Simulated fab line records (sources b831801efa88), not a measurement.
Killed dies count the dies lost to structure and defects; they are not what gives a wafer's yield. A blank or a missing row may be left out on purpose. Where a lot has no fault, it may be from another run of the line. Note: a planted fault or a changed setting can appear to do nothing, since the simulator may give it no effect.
fab line records	flow gf180mcu
record lots=24	wafers=72	last_day=34
route steps=602 shown POLY_GATE@168 V2@397 M3@424 V4@481 TOP_METAL@583
lots untouched by any fault: they come from a run of this same line in which no faults occurred
start_h: hours from the record's first day to the start of the lot's first wafer shown	wait_h: time in hours since the lot's previous step	" repeats the value in the row above	L1.1+2: a row that stands for several wafers	- either no value or no given start	* or withheld: withheld	< > ~ a bound
route shown NAME@n: names a module that has steps shown in the file, with the first one's number in the route	usual: average and standard deviation across the fault-free wafers	same: alike in all rows	chamber/n: place in a boat	sites: per-site readings	_std_site: their standard deviation	_edge_site: outer sites' mean less inner sites'	radius_mm: for every site, how far away it sits from the centre of the wafer	mask NAME#n: copy n	behind: tool/chamber where the wafer was last shaped	hold: reason for holding the lot/hours on hold/outcome of the hold	device: transistor that didn't switch, given as n, p or np	end of line: tests run on the same wafers once the route is complete	a step given without rows: its recipe and nothing more	killed: not the wafer's yield, but the dies lost to structure and defects at the first sort	map: a wafer's dies, marking killed ones x, the rest . and places with no die _
set.NAME: the setting as run; set.NAME@STEP: as run at that earlier step	model.NAME: the simulator's own value behind a step, which no gauge read
one table for each step of the route and one row for each wafer, over a sample of lots
services: from which hour (start_h, from the record's first day; less than 0 if before it) a tool's chamber was out of use, for how many hours, and why
## steps
# step GF_POLY_GATE_OVL_MEAS_11
# usual POLY_GATE_OVL=1/5.8
lot.wafer	tool	chamber	start_h	wait_h	POLY_GATE_OVL[nm]
L074.3	overlay-01	-	195.78	0.1	4
L074.5	"	-	"	"	1
L074.6	"	-	"	"	3
L075.1	overlay-02	-	207.79	0.1	-1
L075.3	"	-	"	"	-1
L075.4	"	-	"	"	3
L076.2	overlay-02	-	210.66	0.1	-7
L076.3	"	-	"	"	-2
L076.6	"	-	"	"	5
L077.2	overlay-01	-	220.17	0.1	-11
L077.3	"	-	"	"	-6
L077.5	"	-	"	"	-10
L078.4	overlay-01	-	231.11	0.1	5
L078.5	"	-	"	"	8
L078.6	"	-	"	"	7
L079.1	overlay-01	-	234.59	0.1	-4
L079.3	"	-	"	"	0
L079.4	"	-	"	"	6
L080.1	overlay-01	-	242.46	0.1	1
L080.3	"	-	"	"	1
L080.5	"	-	"	"	2
L081.3	overlay-01	-	249.53	0.1	2
L081.5	"	-	"	"	-1
L081.6	"	-	"	"	-1
L082.3	overlay-01	-	255.26	0.1	11
L082.5	"	-	"	"	9
L082.6	"	-	"	"	10
L083.1	overlay-01	-	259.64	0.1	4
L083.3	"	-	"	"	2
L083.6	"	-	"	"	5
L084.1	overlay-02	-	269.56	0.1	-3
L084.2	"	-	"	"	-2
L084.5	"	-	"	"	1
L085.1	overlay-01	-	278.36	0.1	6
L085.4	"	-	"	"	6
L085.5	"	-	"	"	-1
L086.3	overlay-02	-	281.43	0.1	2
L086.4	"	-	"	"	5
L086.6	"	-	"	"	4
L087.2	overlay-01	-	291.72	0.1	6
L087.3	"	-	"	"	0
L087.6	"	-	"	"	-6
L088.2	overlay-01	-	300.00	0.1	-3
L088.4	"	-	"	"	5
L088.5	"	-	"	"	-1
L089.4	overlay-01	-	310.21	0.1	-2
L089.5	"	-	"	"	-3
L089.6	"	-	"	"	-8
L090.3	overlay-01	-	315.73	0.1	9
L090.5	"	-	"	"	-3
L090.6	"	-	"	"	3
L091.1	overlay-01	-	323.25	0.1	-3
L091.4	"	-	"	"	-10
L091.5	"	-	"	"	-10
L092.3	overlay-02	-	332.28	0.1	-5
L092.4	"	-	"	"	1
L092.6	"	-	"	"	-5
L093.2	overlay-02	-	333.51	0.1	5
L093.4	"	-	"	"	1
L093.5	"	-	"	"	-7
L094.2	overlay-01	-	341.25	0.1	0
L094.3	"	-	"	"	-2
L094.4	"	-	"	"	-4
L095.2	overlay-02	-	348.47	0.1	-5
L095.5	"	-	"	"	-3
L095.6	"	-	"	"	3
L096.1	overlay-01	-	354.45	0.1	9
L096.2	"	-	"	"	4
L096.3	"	-	"	"	-1
L097.2	overlay-01	-	364.30	0.1	-3
L097.5	"	-	"	"	7
L097.6	"	-	"	"	-2
# step GF_V2_OVL_MEAS_15
# usual V2_OVL=1/4.4
lot.wafer	tool	chamber	start_h	wait_h	V2_OVL[nm]
L074.3	overlay-02	-	462.96	0.1	7
L074.5	"	-	"	"	7
L074.6	"	-	"	"	3
L075.1	overlay-01	-	477.16	0.1	-9
L075.3	"	-	"	"	1
L075.4	"	-	"	"	-3
L076.2	overlay-02	-	480.56	0.1	-8
L076.3	"	-	"	"	-8
L076.6	"	-	"	"	-13
L077.2	overlay-01	-	494.78	0.1	6
L077.3	"	-	"	"	5
L077.5	"	-	"	"	-4
L078.4	overlay-01	-	510.53	0.1	4
L078.5	"	-	"	"	3
L078.6	"	-	"	"	-1
L079.1	overlay-02	-	512.72	0.1	-6
L079.3	"	-	"	"	-3
L079.4	"	-	"	"	2
L080.1	overlay-01	-	524.71	0.1	-3
L080.3	"	-	"	"	-2
L080.5	"	-	"	"	0
L081.3	overlay-02	-	528.41	0.1	-5
L081.5	"	-	"	"	2
L081.6	"	-	"	"	-8
L082.3	overlay-02	-	537.46	0.1	5
L082.5	"	-	"	"	4
L082.6	"	-	"	"	4
L083.1	overlay-01	-	540.49	0.1	5
L083.3	"	-	"	"	-2
L083.6	"	-	"	"	3
L084.1	overlay-02	-	556.42	0.1	3
L084.2	"	-	"	"	3
L084.5	"	-	"	"	3
L085.1	overlay-02	-	571.10	0.1	5
L085.4	"	-	"	"	3
L085.5	"	-	"	"	6
L086.3	overlay-01	-	572.83	0.1	1
L086.4	"	-	"	"	-2
L086.6	"	-	"	"	3
L087.2	overlay-01	-	582.43	0.1	3
L087.3	"	-	"	"	-2
L087.6	"	-	"	"	4
L088.2	overlay-02	-	589.81	0.1	-1
L088.4	"	-	"	"	0
L088.5	"	-	"	"	-3
L089.4	overlay-02	-	600.14	0.1	6
L089.5	"	-	"	"	-1
L089.6	"	-	"	"	2
L090.3	overlay-01	-	606.43	0.1	2
L090.5	"	-	"	"	5
L090.6	"	-	"	"	4
L091.1	overlay-02	-	611.40	0.1	-1
L091.4	"	-	"	"	-2
L091.5	"	-	"	"	3
L092.3	overlay-02	-	618.23	0.1	8
L092.4	"	-	"	"	0
L092.6	"	-	"	"	7
L093.2	overlay-02	-	621.71	0.1	-9
L093.4	"	-	"	"	-3
L093.5	"	-	"	"	-11
L094.2	overlay-01	-	631.36	0.1	10
L094.3	"	-	"	"	-1
L094.4	"	-	"	"	4
L095.2	overlay-01	-	636.01	0.1	0
L095.5	"	-	"	"	0
L095.6	"	-	"	"	0
L096.1	overlay-01	-	644.81	0.1	6
L096.2	"	-	"	"	-1
L096.3	"	-	"	"	0
L097.2	overlay-01	-	653.31	0.1	2
L097.5	"	-	"	"	-3
L097.6	"	-	"	"	0
# step GF_M3_OVL_MEAS_15
# usual M3_OVL=0/5.7
lot.wafer	tool	chamber	start_h	wait_h	M3_OVL[nm]
L074.3	overlay-02	-	489.25	0.1	0
L074.5	"	-	"	"	-3
L074.6	"	-	"	"	1
L075.1	overlay-02	-	502.22	0.1	-7
L075.3	"	-	"	"	-4
L075.4	"	-	"	"	10
L076.2	overlay-01	-	506.27	0.1	-1
L076.3	"	-	"	"	4
L076.6	"	-	"	"	-4
L077.2	overlay-01	-	520.18	0.1	-6
L077.3	"	-	"	"	2
L077.5	"	-	"	"	-2
L078.4	overlay-01	-	535.39	0.1	9
L078.5	"	-	"	"	-3
L078.6	"	-	"	"	12
L079.1	overlay-01	-	537.21	0.1	6
L079.3	"	-	"	"	2
L079.4	"	-	"	"	0
L080.1	overlay-01	-	548.84	0.1	0
L080.3	"	-	"	"	-2
L080.5	"	-	"	"	-2
L081.3	overlay-01	-	552.67	0.1	-6
L081.5	"	-	"	"	-12
L081.6	"	-	"	"	1
L082.3	overlay-01	-	561.77	0.1	-8
L082.5	"	-	"	"	-2
L082.6	"	-	"	"	-8
L083.1	overlay-02	-	564.01	0.1	-2
L083.3	"	-	"	"	0
L083.6	"	-	"	"	-8
L084.1	overlay-02	-	580.12	0.1	1
L084.2	"	-	"	"	-5
L084.5	"	-	"	"	6
L085.1	overlay-02	-	593.76	0.1	-4
L085.4	"	-	"	"	4
L085.5	"	-	"	"	4
L086.3	overlay-01	-	596.58	0.1	-10
L086.4	"	-	"	"	-3
L086.6	"	-	"	"	6
L087.2	overlay-01	-	604.89	0.1	2
L087.3	"	-	"	"	9
L087.6	"	-	"	"	12
L088.2	overlay-02	-	612.84	0.1	9
L088.4	"	-	"	"	4
L088.5	"	-	"	"	3
L089.4	overlay-02	-	622.81	0.1	4
L089.5	"	-	"	"	-7
L089.6	"	-	"	"	1
L090.3	overlay-01	-	628.72	0.1	-6
L090.5	"	-	"	"	-7
L090.6	"	-	"	"	-15
L091.1	overlay-02	-	633.37	0.1	-5
L091.4	"	-	"	"	-3
L091.5	"	-	"	"	-2
L092.3	overlay-01	-	639.67	0.1	4
L092.4	"	-	"	"	11
L092.6	"	-	"	"	6
L093.2	overlay-01	-	643.94	0.1	6
L093.4	"	-	"	"	4
L093.5	"	-	"	"	-8
L094.2	overlay-01	-	653.59	0.1	-7
L094.3	"	-	"	"	-5
L094.4	"	-	"	"	-3
L095.2	overlay-01	-	657.63	0.1	-2
L095.5	"	-	"	"	0
L095.6	"	-	"	"	0
L096.1	overlay-01	-	666.27	0.1	-6
L096.2	"	-	"	"	1
L096.3	"	-	"	"	-2
L097.2	overlay-01	-	673.98	0.1	0
L097.5	"	-	"	"	-1
L097.6	"	-	"	"	-3
# step GF_V4_BOW_MEAS_05
# recipe mode=bow
# usual V4_BOW=136/9.8
lot.wafer	tool	chamber	start_h	wait_h	V4_BOW[um]
L074.3	film_metro-02	-	540.74	0.2	138
L074.5	"	-	"	"	131
L074.6	"	-	"	"	141
L075.1	film_metro-04	-	552.55	0.2	142
L075.3	"	-	"	"	131
L075.4	"	-	"	"	122
L076.2	film_metro-01	-	556.97	0.2	125
L076.3	"	-	"	"	128
L076.6	"	-	"	"	137
L077.2	film_metro-02	-	569.60	0.1	115
L077.3	"	-	"	"	125
L077.5	"	-	"	"	125
L078.4	film_metro-04	-	584.04	0.2	139
L078.5	"	-	"	"	145
L078.6	"	-	"	"	156
L079.1	film_metro-01	-	585.75	0.1	131
L079.3	"	-	"	"	126
L079.4	"	-	"	"	115
L080.1	film_metro-01	-	596.68	0.2	140
L080.3	"	-	"	"	150
L080.5	"	-	"	"	140
L081.3	film_metro-02	-	599.90	0.2	136
L081.5	"	-	"	"	132
L081.6	"	-	"	"	123
L082.3	film_metro-01	-	609.12	0.1	128
L082.5	"	-	"	"	120
L082.6	"	-	"	"	126
L083.1	film_metro-02	-	611.29	0.1	134
L083.3	"	-	"	"	133
L083.6	"	-	"	"	145
L084.1	film_metro-01	-	627.17	0.2	124
L084.2	"	-	"	"	129
L084.5	"	-	"	"	139
L085.1	film_metro-01	-	639.36	0.2	152
L085.4	"	-	"	"	152
L085.5	"	-	"	"	132
L086.3	film_metro-01	-	641.87	0.3	152
L086.4	"	-	"	"	150
L086.6	"	-	"	"	146
L087.2	film_metro-02	-	650.52	0.3	127
L087.3	"	-	"	"	133
L087.6	"	-	"	"	128
L088.2	film_metro-02	-	658.12	0.1	129
L088.4	"	-	"	"	129
L088.5	"	-	"	"	129
L089.4	film_metro-04	-	666.59	0.2	143
L089.5	"	-	"	"	152
L089.6	"	-	"	"	149
L090.3	film_metro-01	-	672.76	0.1	142
L090.5	"	-	"	"	138
L090.6	"	-	"	"	147
L091.1	film_metro-02	-	676.39	0.1	128
L091.4	"	-	"	"	129
L091.5	"	-	"	"	140
L092.3	film_metro-02	-	682.37	0.2	132
L092.4	"	-	"	"	136
L092.6	"	-	"	"	132
L093.2	film_metro-02	-	687.18	0.3	127
L093.4	"	-	"	"	140
L093.5	"	-	"	"	132
L094.2	film_metro-01	-	696.15	0.2	133
L094.3	"	-	"	"	113
L094.4	"	-	"	"	133
L095.2	film_metro-01	-	700.56	0.2	143
L095.5	"	-	"	"	137
L095.6	"	-	"	"	138
L096.1	film_metro-04	-	708.54	0.2	135
L096.2	"	-	"	"	143
L096.3	"	-	"	"	161
L097.2	film_metro-04	-	715.33	0.1	137
L097.5	"	-	"	"	147
L097.6	"	-	"	"	141
# step GF_V4_SPUTTER_22
# recipe material=TiN	target_thk_nm=10	chamber_pressure_pa=5	power_w=4000	time_s=40
# usual throttle_valve_pct=30.0/0.71
# same time_s=40
lot.wafer	tool	chamber	start_h	wait_h	throttle_valve_pct
L074.3	pvd_sputter-01	-	563.82	0.0	28.8
L074.5	"	-	"	"	30.2
L074.6	"	-	"	"	30.9
L075.1	pvd_sputter-04	-	575.62	0.0	30.0
L075.3	"	-	"	"	30.5
L075.4	"	-	"	"	30.5
L076.2	pvd_sputter-04	-	580.26	0.0	30.3
L076.3	"	-	"	"	30.2
L076.6	"	-	"	"	30.1
L077.2	pvd_sputter-02	-	591.96	0.0	31.0
L077.3	"	-	"	"	30.3
L077.5	"	-	"	"	30.2
L078.4	pvd_sputter-02	-	605.93	0.0	31.3
L078.5	"	-	"	"	29.9
L078.6	"	-	"	"	29.8
L079.1	pvd_sputter-02	-	608.14	0.0	30.1
L079.3	"	-	"	"	31.1
L079.4	"	-	"	"	29.9
L080.1	pvd_sputter-02	-	618.64	0.0	30.0
L080.3	"	-	"	"	30.2
L080.5	"	-	"	"	31.0
L081.3	pvd_sputter-04	-	621.72	0.0	30.0
L081.5	"	-	"	"	30.8
L081.6	"	-	"	"	30.4
L082.3	pvd_sputter-04	-	630.31	0.0	30.3
L082.5	"	-	"	"	30.2
L082.6	"	-	"	"	30.2
L083.1	pvd_sputter-04	-	632.69	0.0	28.7
L083.3	"	-	"	"	29.9
L083.6	"	-	"	"	28.6
L084.1	pvd_sputter-02	-	648.53	0.0	30.4
L084.2	"	-	"	"	30.2
L084.5	"	-	"	"	30.1
L085.1	pvd_sputter-02	-	659.94	0.0	30.2
L085.4	"	-	"	"	29.9
L085.5	"	-	"	"	29.9
L086.3	pvd_sputter-04	-	662.79	0.0	29.9
L086.4	"	-	"	"	30.1
L086.6	"	-	"	"	30.1
L087.2	pvd_sputter-04	-	671.35	0.0	30.1
L087.3	"	-	"	"	30.5
L087.6	"	-	"	"	30.8
L088.2	pvd_sputter-04	-	678.21	0.0	30.8
L088.4	"	-	"	"	30.6
L088.5	"	-	"	"	30.1
L089.4	pvd_sputter-04	-	686.26	0.0	30.8
L089.5	"	-	"	"	30.2
L089.6	"	-	"	"	30.3
L090.3	pvd_sputter-04	-	693.06	0.0	30.2
L090.5	"	-	"	"	30.8
L090.6	"	-	"	"	30.2
L091.1	pvd_sputter-04	-	696.30	0.0	30.1
L091.4	"	-	"	"	28.7
L091.5	"	-	"	"	30.7
L092.3	pvd_sputter-02	-	702.45	0.0	30.1
L092.4	"	-	"	"	30.4
L092.6	"	-	"	"	31.1
L093.2	pvd_sputter-02	-	706.23	0.0	31.0
L093.4	"	-	"	"	30.3
L093.5	"	-	"	"	30.0
L094.2	pvd_sputter-01	-	715.65	0.0	30.0
L094.3	"	-	"	"	29.0
L094.4	"	-	"	"	28.6
L095.2	pvd_sputter-02	-	719.31	0.0	31.1
L095.5	"	-	"	"	29.9
L095.6	"	-	"	"	30.7
L096.1	pvd_sputter-01	-	727.42	0.0	30.2
L096.2	"	-	"	"	28.8
L096.3	"	-	"	"	28.9
L097.2	pvd_sputter-01	-	733.96	0.0	29.0
L097.5	"	-	"	"	30.7
L097.6	"	-	"	"	30.1
# step GF_TOP_METAL_METAL_ETCH_16
# recipe chemistry=Cl2/BCl3	mask_material=NOVOLAK	target_depth_nm=1077.5	stop_on=SiO2	pressure_mtorr=8	icp_w=800	bias_w=140	Cl2_flow_sccm=80	bcl3_flow_sccm=40	time_s=179.6
# usual drypump_motor_current_A=5.7/0.3	oes_product_au=0.965/0.0085	throttle_valve_pct=28.256/0.011
# same time_s=179.6
lot.wafer	tool	chamber	start_h	wait_h	drypump_motor_current_A	oes_product_au	rf_hours_counter_h	throttle_valve_pct
L074.3	rie_metal-03	0	652.21	0.1	6.0	0.975	-	28.255
L074.5	"	0	"	"	6.0	0.980	-	28.245
L074.6	"	0	"	"	6.0	0.966	-	28.246
L075.1	rie_metal-01	0	661.09	0.0	5.3	0.967	8	28.253
L075.3	"	1	"	"	5.6	0.960	-	28.265
L075.4	"	0	"	"	5.3	0.972	-	28.253
L076.2	rie_metal-01	1	665.96	0.0	5.6	0.962	12	28.263
L076.3	"	0	"	"	5.3	0.958	-	28.272
L076.6	"	1	"	"	5.6	0.951	-	28.257
L077.2	rie_metal-01	0	676.20	0.1	5.4	0.964	-	28.232
L077.3	"	0	"	"	5.4	0.964	-	28.256
L077.5	"	0	"	"	5.3	0.974	-	28.239
L078.4	rie_metal-01	0	691.00	0.1	5.3	0.962	-	28.266
L078.5	"	1	"	"	5.6	0.968	-	28.253
L078.6	"	0	"	"	5.3	0.976	-	28.237
L079.1	rie_metal-04	0	692.63	0.0	6.0	0.964	13	28.264
L079.3	"	0	"	"	6.0	0.953	-	28.263
L079.4	"	1	"	"	6.1	0.967	-	28.264
L080.1	rie_metal-01	0	701.96	0.0	5.3	0.964	10	28.257
L080.3	"	1	"	"	5.6	0.966	-	28.265
L080.5	"	1	"	"	5.6	0.965	-	28.245
L081.3	rie_metal-03	0	703.95	0.1	6.0	0.965	-	28.263
L081.5	"	0	"	"	6.0	0.975	-	28.270
L081.6	"	1	"	"	6.0	0.954	-	28.270
L082.3	rie_metal-03	1	712.41	0.1	6.1	0.983	-	28.248
L082.5	"	0	"	"	6.0	0.983	-	28.250
L082.6	"	1	"	"	6.0	0.979	-	28.236
L083.1	rie_metal-01	1	713.53	0.0	5.6	0.951	1	28.266
L083.3	"	1	"	"	5.6	0.964	-	28.241
L083.6	"	1	"	"	5.6	0.954	-	28.270
L084.1	rie_metal-01	0	728.71	0.0	5.4	0.970	11	28.245
L084.2	"	1	"	"	5.6	0.953	2	28.280
L084.5	"	0	"	"	5.3	0.969	-	28.246
L085.1	rie_metal-03	0	738.28	0.0	6.0	0.962	12	28.251
L085.4	"	1	"	"	6.0	0.970	-	28.249
L085.5	"	0	"	"	6.0	0.975	-	28.248
L086.3	rie_metal-04	1	740.81	0.1	6.1	0.963	-	28.270
L086.4	"	0	"	"	6.0	0.950	-	28.266
L086.6	"	0	"	"	6.0	0.962	-	28.267
L087.2	rie_metal-04	1	748.65	0.1	6.1	0.971	-	28.258
L087.3	"	1	"	"	6.1	0.955	-	28.270
L087.6	"	1	"	"	6.1	0.964	-	28.256
L088.2	rie_metal-03	0	753.94	0.0	6.0	0.955	13	28.253
L088.4	"	0	"	"	6.0	0.960	-	28.253
L088.5	"	1	"	"	6.0	0.975	-	28.259
L089.4	rie_metal-01	0	763.50	0.1	5.3	0.973	-	28.254
L089.5	"	1	"	"	5.6	0.957	-	28.271
L089.6	"	0	"	"	5.3	0.973	-	28.261
L090.3	rie_metal-01	0	768.48	0.1	5.3	0.978	-	28.238
L090.5	"	0	"	"	5.3	0.975	-	28.253
L090.6	"	1	"	"	5.6	0.965	-	28.262
L091.1	rie_metal-04	1	771.17	0.0	6.1	0.960	7	28.251
L091.4	"	1	"	"	6.1	0.977	-	28.247
L091.5	"	1	"	"	6.1	0.962	-	28.255
L092.3	rie_metal-01	1	775.19	0.1	5.6	0.964	-	28.251
L092.4	"	0	"	"	5.4	0.976	-	28.247
L092.6	"	0	"	"	5.4	0.959	-	28.255
L093.2	rie_metal-03	0	778.34	0.0	6.0	0.981	14	28.235
L093.4	"	1	"	"	6.0	0.966	-	28.279
L093.5	"	0	"	"	6.0	0.976	-	28.253
L094.2	rie_metal-04	1	788.50	0.0	6.0	0.953	8	28.248
L094.3	"	1	"	"	6.1	0.950	-	28.270
L094.4	"	0	"	"	6.0	0.954	-	28.289
L095.2	rie_metal-04	1	790.84	0.0	6.1	0.975	9	28.226
L095.5	"	1	"	"	6.1	0.978	-	28.253
L095.6	"	0	"	"	6.0	0.950	-	28.257
L096.1	rie_metal-01	0	796.69	0.0	5.3	0.967	14	28.248
L096.2	"	1	"	"	5.6	0.967	5	28.260
L096.3	"	1	"	"	5.6	0.970	-	28.244
L097.2	rie_metal-01	1	802.55	0.0	5.6	0.971	5	28.257
L097.5	"	1	"	"	5.6	0.964	-	28.242
L097.6	"	0	"	"	5.3	0.965	-	28.251
## services
tool	chamber	start_h	hours	kind
pvd_sputter-02	-	583.33	1.9	repair
rie_metal-01	-	585.39	3.1	repair
pvd_sputter-02	-	585.48	5.7	repair
pvd_sputter-04	2	606.78	-	consumable_replace:kit
pvd_sputter-04	2	606.78	18.0	scheduled_down
pvd_sputter-04	2	606.78	18.0	vent_cycle
rie_metal-01	-	611.10	14.6	pm
pvd_sputter-02	3	623.34	-	consumable_replace:kit
pvd_sputter-02	3	623.34	18.0	scheduled_down
pvd_sputter-02	-	639.49	3.2	repair
rie_metal-03	1	642.35	9.9	repair
rie_metal-01	1	667.91	-	clean
rie_metal-01	1	667.91	11.8	scheduled_down
rie_metal-01	1	667.91	11.8	vent_cycle
rie_metal-03	-	671.97	0.6	repair
rie_metal-03	0	673.77	1.0	repair
rie_metal-01	0	681.38	3.8	repair
rie_metal-04	-	724.29	2.8	pm
rie_metal-04	0	741.78	21.1	repair
rie_metal-03	-	762.40	2.8	pm
pvd_sputter-01	-	770.99	2.6	repair
pvd_sputter-04	1	792.77	-	consumable_replace:kit
pvd_sputter-04	1	792.77	18.0	scheduled_down
pvd_sputter-04	1	792.77	18.0	vent_cycle
## key
fault none
